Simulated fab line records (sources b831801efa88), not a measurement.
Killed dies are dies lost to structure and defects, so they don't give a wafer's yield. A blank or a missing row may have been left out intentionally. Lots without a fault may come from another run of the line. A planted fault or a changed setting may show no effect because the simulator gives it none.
fab line records	flow sky130
[record] lots = 12	wafers = 33	last-day = 50
route steps=708 shown LI_CONTACT@376 LOCAL_INTERCONNECT@399 CONTACT@429 METAL1@438 PAD_OPEN@708
lots that met no fault: taken from a fault-free run of the same line
start-h: the number of hours between the record's first day and the start of the first shown wafer of the lot	wait-h: hours from the lot's prior step to this one	" same as the row above	L1.1+2: one row covering several wafers at once	- no value, or no start was given	* or withheld: withheld	< > ~ a bound
route shown NAME@n: NAME is a module with steps in the file, n the number in the route of the first one	usual: mean/standard deviation of fault-free wafers	same: alike in all rows	chamber/n: place in a boat	sites: the reading at each site	_std_site: standard deviation of those values	_edge_site: outer sites' mean less inner sites'	radius-mm: for every site, how far away it sits from the centre of the wafer	mask NAME#n: copy n	behind: the last tool/chamber to shape the wafer	hold: cause of the lot's hold/its duration in hours/its outcome	device: transistor that didn't switch, given as n, p or np	end of line: the tests these same wafers got at the end of their route	a step given without rows: its recipe and nothing more	killed: the dies lost at the first sort to structure and to defects; this is not the yield of the wafer	map: the dies of a wafer, with x for killed, . for not killed, _ for no die there
set.NAME: the setting that was run; set.NAME@STEP: the one run at that earlier step	model.NAME: the simulator's own value behind a step, which no gauge read
route steps across a sampled set of lots; one table per step, one row per wafer
services: a tool's chamber out of use, with start hour (start-h, from the record's first day; less than 0 if before it), hours out, and reason
[[steps]]
[step SKY_LI_CONTACT_ETCH_14]
[recipe] chemistry = N2/H2	target = BARC	ion-energy-ev = 200	source-w = 500	bias-w = 100	pressure-mtorr = 30	n2-flow-sccm = 100	h2-flow-sccm = 200	stop-on = SiO2	time-s = 45.9	target-depth-a = 600
[usual] drypump-motor-current-A = 5.9/0.39	h2-flow-sccm = 200.1/0.58	oes-product-au = 0.855/0.0047	run-length-s = 74.2/0.36	throttle-valve-pct = 13.223/0.0094
lot.wafer	tool	chamber	start-h	wait-h	drypump-motor-current-A	h2-flow-sccm	oes-product-au	rf-hours-counter-h	run-length-s	throttle-valve-pct
L420.2	rie-diel-04	1	681.80	0.0	6.4	200.8	0.853	19	73.8	13.232
L420.4	"	2	"	"	6.1	201.0	0.861	16	73.8	13.206
L420.6	"	1	"	"	6.3	199.7	0.850	-	74.2	13.241
L422.1	rie-diel-04	2	708.40	0.0	6.1	199.3	0.849	16	73.8	13.219
L422.5	"	0	"	"	6.0	199.9	0.860	-	74.0	13.222
L422.6	"	1	"	"	6.4	200.3	0.851	-	74.1	13.219
L426.1	rie-diel-03	1	731.30	0.0	6.2	200.1	0.852	14	74.2	13.228
L426.4	"	2	"	"	5.6	199.5	0.852	7	74.4	13.221
L426.5	"	0	"	"	5.9	200.0	0.858	-	74.0	13.235
L428.3	rie-diel-03	3	750.81	0.0	6.5	199.2	0.854	30	74.4	13.205
L428.5	"	1	"	"	6.1	199.7	0.855	-	74.2	13.229
L428.6	"	2	"	"	5.6	200.5	0.849	-	73.9	13.224
L431.1	rie-diel-04	1	779.00	0.0	6.4	199.7	0.852	21	74.1	13.217
L431.3	"	0	"	"	6.0	199.2	0.853	5	73.9	13.223
L431.5	"	0	"	"	6.0	199.7	0.852	-	74.2	13.237
L433.3	rie-diel-04	0	785.50	0.0	6.0	199.2	1.010	5	38.5	13.234
L433.6	"	0	"	"	6.0	200.1	0.861	-	73.8	13.225
L434.3	rie-diel-04	2	788.81	0.0	6.1	200.4	1.002	18	38.7	13.228
L434.6	"	1	"	"	6.3	200.1	0.842	-	73.5	13.220
L436.2	rie-diel-04	3	806.20	0.0	5.8	200.4	0.857	0	74.4	13.213
L436.3	"	0	"	"	6.0	199.6	1.010	6	38.6	13.222
L439.4	rie-diel-03	3	829.65	0.0	6.5	199.5	0.860	32	74.5	13.222
L439.5	"	3	"	"	6.5	199.8	0.855	-	74.6	13.220
L439.6	"	0	"	"	5.9	200.7	0.864	-	74.0	13.220
L440.1	rie-diel-03	1	837.26	0.0	6.1	200.5	0.840	17	74.7	13.214
L440.5	"	0	"	"	5.9	199.6	0.858	-	74.2	13.230
L440.6	"	3	"	"	6.5	198.3	0.853	-	74.0	13.220
L442.1	rie-diel-02	3	847.46	0.0	5.9	199.1	0.851	17	74.5	13.228
L442.2	"	0	"	"	5.2	200.7	0.847	21	73.9	13.237
L442.3	"	0	"	"	5.2	199.9	0.855	-	73.7	13.208
L443.1	rie-diel-02	3	854.75	0.0	6.0	200.1	0.860	18	74.1	13.225
L443.4	"	2	"	"	5.2	199.8	0.854	0	73.9	13.232
L443.6	"	2	"	"	5.2	200.1	0.858	-	73.8	13.217
[step SKY_LI_CONTACT_STRIP_16]
[recipe] chemistry = O2/N2	power-w = 1400	pressure-mtorr = 1500	platen-temp-c = withheld	o2-flow-sccm = 3000	n2-flow-sccm = 300	overash-fraction = 0.5
[usual] drypump-motor-current-A = 5.7/0.46	oes-product-au = 0.376/0.0051	strip-time-to-endpoint-s = 3.50/0.053
[same] overash-fraction = 0.5
lot.wafer	tool	chamber	start-h	wait-h	drypump-motor-current-A	oes-product-au	rf-hours-counter-h	strip-time-to-endpoint-s
L420.2	plasma-asher-02	1	681.93	-	6.4	0.380	101	3.47
L420.4	"	0	"	"	6.3	0.376	-	3.52
L420.6	"	1	"	"	6.5	0.363	-	3.48
L422.1	plasma-asher-04	0	708.53	-	5.1	0.367	83	3.56
L422.5	"	1	"	"	5.7	0.370	-	3.51
L422.6	"	0	"	"	5.1	0.369	-	3.44
L426.1	plasma-asher-04	1	731.43	-	5.7	0.377	86	3.49
L426.4	"	0	"	"	5.1	0.369	-	3.53
L426.5	"	0	"	"	5.1	0.372	-	3.48
L428.3	plasma-asher-03	0	750.97	-	5.3	0.381	-	3.55
L428.5	"	1	"	"	5.7	0.380	-	3.42
L428.6	"	0	"	"	5.3	0.376	-	3.49
L431.1	plasma-asher-02	1	779.13	-	6.5	0.370	4	3.40
L431.3	"	0	"	"	6.3	0.369	-	3.46
L431.5	"	0	"	"	6.3	0.383	-	3.44
L433.3	plasma-asher-02	0	785.66	-	6.3	0.390	-	3.85
L433.6	"	0	"	"	6.2	0.381	-	3.46
L434.3	plasma-asher-03	0	788.97	-	5.3	0.393	-	3.83
L434.6	"	0	"	"	5.3	0.375	-	3.40
L436.2	plasma-asher-04	0	806.33	-	5.1	0.375	93	3.47
L436.3	"	1	"	"	5.7	0.394	-	3.87
L439.4	plasma-asher-04	0	829.81	-	5.1	0.390	-	3.60
L439.5	"	1	"	"	5.7	0.381	-	3.60
L439.6	"	0	"	"	5.1	0.380	-	3.47
L440.1	plasma-asher-04	0	837.39	-	5.1	0.379	95	3.47
L440.5	"	0	"	"	5.1	0.368	-	3.48
L440.6	"	1	"	"	5.7	0.378	-	3.59
L442.1	plasma-asher-04	0	847.65	-	5.1	0.380	96	3.57
L442.2	"	1	"	"	5.7	0.381	96	3.50
L442.3	"	0	"	"	5.1	0.383	-	3.51
L443.1	plasma-asher-03	0	854.88	-	5.3	0.385	42	3.54
L443.4	"	1	"	"	5.7	0.364	-	3.44
L443.6	"	0	"	"	5.3	0.367	-	3.43
[step SKY_LOCAL_INTERCONNECT_OVL_MEAS_12]
[usual] LOCAL_INTERCONNECT_OVL = 1/5.8
lot.wafer	tool	chamber	start-h	wait-h	LOCAL_INTERCONNECT_OVL[nm]
L420.2	overlay-02	-	711.72	0.1	-2
L420.4	"	-	"	"	-6
L420.6	"	-	"	"	-4
L422.1	overlay-02	-	737.82	0.1	-12
L422.5	"	-	"	"	-7
L422.6	"	-	"	"	-7
L426.1	overlay-02	-	759.13	0.1	-1
L426.4	"	-	"	"	-7
L426.5	"	-	"	"	-4
L428.3	overlay-01	-	778.33	0.1	2
L428.5	"	-	"	"	12
L428.6	"	-	"	"	2
L431.1	overlay-01	-	807.63	0.1	2
L431.3	"	-	"	"	13
L431.5	"	-	"	"	9
L433.3	overlay-02	-	813.49	0.1	0
L433.6	"	-	"	"	7
L434.3	overlay-02	-	817.09	0.1	-2
L434.6	"	-	"	"	3
L436.2	overlay-02	-	833.77	0.1	-5
L436.3	"	-	"	"	0
L439.4	overlay-02	-	856.94	0.1	-1
L439.5	"	-	"	"	10
L439.6	"	-	"	"	2
L440.1	overlay-01	-	864.48	0.1	-2
L440.5	"	-	"	"	-2
L440.6	"	-	"	"	0
L442.1	overlay-01	-	874.93	0.1	-2
L442.2	"	-	"	"	-1
L442.3	"	-	"	"	-6
L443.1	overlay-02	-	882.21	0.1	-3
L443.4	"	-	"	"	2
L443.6	"	-	"	"	3
[step SKY_CONTACT_SPUTTER_23]
[recipe] material = TiN	target-thk-nm = 20	chamber-pressure-pa = 5	power-w = 4000	time-s = 80
[usual] throttle-valve-pct = 29.7/0.8
lot.wafer	tool	chamber	start-h	wait-h	throttle-valve-pct
L420.2	pvd-sputter-02	-	742.19	0.0	30.7
L420.4	"	-	"	"	29.7
L420.6	"	-	"	"	29.8
L422.1	pvd-sputter-04	-	766.93	0.0	29.8
L422.5	"	-	"	"	30.5
L422.6	"	-	"	"	30.8
L426.1	pvd-sputter-04	-	788.33	0.0	30.3
L426.4	"	-	"	"	30.9
L426.5	"	-	"	"	29.8
L428.3	pvd-sputter-04	-	807.28	0.0	30.1
L428.5	"	-	"	"	30.4
L428.6	"	-	"	"	29.7
L431.1	pvd-sputter-04	-	836.84	0.0	30.8
L431.3	"	-	"	"	30.3
L431.5	"	-	"	"	29.1
L433.3	pvd-sputter-03	-	842.67	0.0	29.9
L433.6	"	-	"	"	29.2
L434.3	pvd-sputter-02	-	844.94	0.0	29.8
L434.6	"	-	"	"	29.1
L436.2	pvd-sputter-04	-	861.13	0.0	30.6
L436.3	"	-	"	"	30.5
L439.4	pvd-sputter-03	-	885.57	0.0	29.4
L439.5	"	-	"	"	29.6
L439.6	"	-	"	"	28.4
L440.1	pvd-sputter-04	-	892.75	0.0	30.5
L440.5	"	-	"	"	28.6
L440.6	"	-	"	"	29.8
L442.1	pvd-sputter-03	-	903.04	0.0	28.6
L442.2	"	-	"	"	29.4
L442.3	"	-	"	"	29.7
L443.1	pvd-sputter-03	-	910.35	0.0	28.1
L443.4	"	-	"	"	28.4
L443.6	"	-	"	"	29.4
[step SKY_METAL1_SPUTTER_04]
[recipe] material = TiN	target-thk-nm = 70	power-w = 6500	time-s = 58.3	chamber-pressure-pa = 0.4
[usual] throttle-valve-pct = 30.0/1.3
lot.wafer	tool	chamber	start-h	wait-h	throttle-valve-pct
L420.2	pvd-sputter-01	-	742.93	0.0	31.3
L420.4	"	-	"	"	31.9
L420.6	"	-	"	"	31.8
L422.1	pvd-sputter-01	-	767.67	0.0	31.3
L422.5	"	-	"	"	31.3
L422.6	"	-	"	"	32.2
L426.1	pvd-sputter-01	-	789.07	0.0	29.2
L426.4	"	-	"	"	31.3
L426.5	"	-	"	"	29.1
L428.3	pvd-sputter-03	-	808.02	0.0	29.7
L428.5	"	-	"	"	27.9
L428.6	"	-	"	"	29.3
L431.1	pvd-sputter-01	-	837.58	0.0	29.2
L431.3	"	-	"	"	31.8
L431.5	"	-	"	"	29.1
L433.3	pvd-sputter-04	-	843.41	0.0	30.6
L433.6	"	-	"	"	30.7
L434.3	pvd-sputter-03	-	845.68	0.0	29.6
L434.6	"	-	"	"	28.6
L436.2	pvd-sputter-03	-	861.87	0.0	29.9
L436.3	"	-	"	"	27.7
L439.4	pvd-sputter-01	-	886.28	0.0	31.5
L439.5	"	-	"	"	31.3
L439.6	"	-	"	"	32.0
L440.1	pvd-sputter-03	-	893.49	0.0	29.3
L440.5	"	-	"	"	28.1
L440.6	"	-	"	"	29.8
L442.1	pvd-sputter-01	-	903.78	0.0	31.9
L442.2	"	-	"	"	29.2
L442.3	"	-	"	"	31.7
L443.1	pvd-sputter-03	-	911.09	0.0	28.9
L443.4	"	-	"	"	27.8
L443.6	"	-	"	"	29.3
[step SKY_PAD_OPEN_PROBE_99]
[usual] killed_at_M0_to_M3 = 45/6.9	killed_at_M4_up = 3.1/1.7	killed-at-contacts = 24/5.7	killed-at-front-end = 15/4.6	killed-at-other = 0.3/0.57	killed-dies = 87/10	killed-open = 48/7.4	killed-short = 39/6.7
[same] gross-dies = 492	killed-at-back-side = 0
lot.wafer	tool	chamber	start-h	wait-h	killed_at_M0_to_M3	killed_at_M4_up	killed-at-contacts	killed-at-front-end	killed-at-other	killed-dies	killed-open	killed-short
L436.3	prober-01	-	1169.41	0.2	42	1	39	21	0	103	58	45
// killed by level:class
L436.3 CONTACT:geometric-particle:open=14 CONTACT:geometric-particle:short=10 VIA1:geometric-particle:open=9 POLY_GATE:geometric-particle:open=7 LI_CONTACT:geometric-particle:open=7 METAL2:geometric-particle:short=7 VIA2:geometric-particle:open=7 LOCAL_INTERCONNECT:geometric-particle:short=6
[[services]]
tool	chamber	start-h	hours	kind
rie-diel-03	-	674.30	2.8	pm
pvd-sputter-04	-	683.28	4.5	repair
rie-diel-04	-	686.93	0.1	repair
pvd-sputter-04	-	714.35	0.5	repair
rie-diel-04	-	724.67	2.8	pm
plasma-asher-02	-	733.77	9.0	pm
rie-diel-03	-	733.81	1.4	repair
pvd-sputter-03	-	740.80	35.9	repair
rie-diel-03	3	754.68	15.1	repair
plasma-asher-04	-	761.56	10.7	repair
plasma-asher-04	-	806.85	2.8	pm
rie-diel-03	2	809.57	9.7	repair
rie-diel-03	1	812.28	15.3	repair
rie-diel-03	-	834.61	1.2	repair
plasma-asher-04	-	843.59	2.9	repair
plasma-asher-03	-	849.01	2.8	pm
plasma-asher-02	-	851.93	4.4	repair
rie-diel-03	0	866.18	6.6	repair
plasma-asher-02	-	878.65	6.3	repair
pvd-sputter-04	-	880.82	6.8	repair
plasma-asher-03	-	887.08	0.5	repair
plasma-asher-04	-	890.12	5.9	repair
pvd-sputter-04	-	901.89	15.8	repair
pvd-sputter-01	-	906.76	4.3	repair
[[key]]
[first-sign] step = SKY_LI_CONTACT_ETCH_14	reading = run-length-s	direction = down	sigmas = 99+	usual = *	struck = *
[effect] step = SKY_LI_CONTACT_ETCH_14	reading = oes-product-au	direction = up	sigmas = 32	usual = 0.855	struck = 1.007
[effect] step = SKY_LI_CONTACT_STRIP_16	reading = strip-time-to-endpoint-s	direction = up	sigmas = 6.6	usual = *	struck = *
met-at SKY_LI_CONTACT_ETCH_14
struck-lots L433,L434,L436
struck-wafers L433.3,L434.3,L436.3
tester-left-out L433,L434,L436
not-acting-at SKY_LOCAL_INTERCONNECT_OVL_MEAS_12,SKY_CONTACT_SPUTTER_23,SKY_METAL1_SPUTTER_04
onset-between 779.00 785.50
[fault] kind = process-parameter-drift	tool = rie-diel-04	chamber = -	onset-h = 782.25	steps = SKY_LI_CONTACT_ETCH_14	channel = time-s	offset = *	shape = step	end-h = 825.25	scope = struck-wafers-only	acts-in = *	stated = *
// tester-left-out: of these lots the tester's yield and bins aren't shown, on N5 and GAA mostly nor the transistor test; their killed dies are dies lost to structure and defects alone, not to doping, threshold or leakage, so they don't give the yield
